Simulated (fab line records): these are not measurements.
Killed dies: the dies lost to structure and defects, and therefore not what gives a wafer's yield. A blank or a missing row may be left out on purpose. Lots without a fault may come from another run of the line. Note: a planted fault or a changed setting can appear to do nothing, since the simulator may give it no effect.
Struck lot and sound lot, side by side || flow sky130 || 14 out of 708 route steps
Sound: these wafers, L122.2, L122.3, L122.5. The struck wafers were L116.1, L116.2, L116.6. Last of all comes the cause.
At each step with rows: each side's tool, then ch and its chambers, then its first start. Under that, the readings that differ: sound wafers || struck wafers || difference of the means || sigmas: that difference in standard deviations of wafers without a fault.
alike: readings whose means differ by less than 2 such deviations, and words and numbers that are the same on both sides. not compared: withheld readings, readings that some wafer has no value for, bounds like >300 that may hide the same value, and numbers for which the record gives no deviation and whose values overlap.
Wherever a step has rows on one side only, a row that says differs or no value, or a row with sigmas, the two part there. Numbers that have no deviation but don't overlap get no sigmas and don't part them. A reading missing from all wafers of one side parts the sides only when that side holds two or more wafers.

first, 7 steps without rows for these wafers: SKY_NWELL_DEHYDRATE_16 (time 60 s); SKY_NWELL_HMDS_17 (prime time 60 s); SKY_NWELL_COAT_18 (resist thk 3000 nm); SKY_NWELL_SOFTBAKE_19; SKY_NWELL_EXPOSE_20 (exposes mask NWM COMPLEMENT, target cd 840 nm); SKY_NWELL_PEB_21; SKY_NWELL_DEVELOP_22 (develop time 60 s).
SKY_NWELL_OVL_MEAS_23:
  sound: overlay-02 at day 10 07:33; struck: overlay-01 at day 8 16:50
  alike: NWELL_01_OVL
after that, 1 step had no rows for these wafers: SKY_NWELL_IMPLANT_24.
SKY_NWELL_STRIP_25: strips in O2/N2.
  sound on plasma_asher-02 ch 1, day 10 07:44; struck on plasma_asher-02 ch 0,1, day 8 17:02
  alike: drypump_motor_current_A, o2_flow_sccm, oes_product_au, strip_time_to_endpoint_s
  not compared: rf_hours_counter_h
SKY_NWELL_TW_MEAS_26:
  sound: film_metro-01 at day 10 07:50; struck: film_metro-01 at day 8 17:08
{"reading": "NWELL_2_TW", "sound": "494.6 494.1 494.6", "struck": "488.2 490.2 486.5", "difference": -6.1, "sigmas": -2}
then, 1 step without rows for these wafers: SKY_NWELL_CLEAN_27 (cleans in SC1/SC2, time 150 s).
SKY_NWELL_RTA_28: time 30 s.
  struck on rtp_anneal-01, day 8 17:14; sound on rtp_anneal-01 ch 0, day 10 07:57
  no value came back on the struck wafers for any of 5 readings (anneal_temp_c_max, chamber_o2_ppm and others); on the sound wafers anneal_temp_c_max reads 1054.6 1055.1 1056.0
SKY_NWELL_RS_MEAS_29: a four-point-probe measurement.
  sound: film_metro-02 at day 10 08:04; struck: film_metro-03 at day 8 17:20
{"reading": "NWELL_RS (ohm/sq)", "sound": "624.7 623.0 623.6", "struck": "133.2 133.1 132.9", "difference": -490.7, "sigmas": "-99 or more"}

## WHERE THEY PART
Last at SKY_NWELL_RS_MEAS_29 as far as this record goes, first at SKY_NWELL_TW_MEAS_26.

WHY: what the simulator had put in
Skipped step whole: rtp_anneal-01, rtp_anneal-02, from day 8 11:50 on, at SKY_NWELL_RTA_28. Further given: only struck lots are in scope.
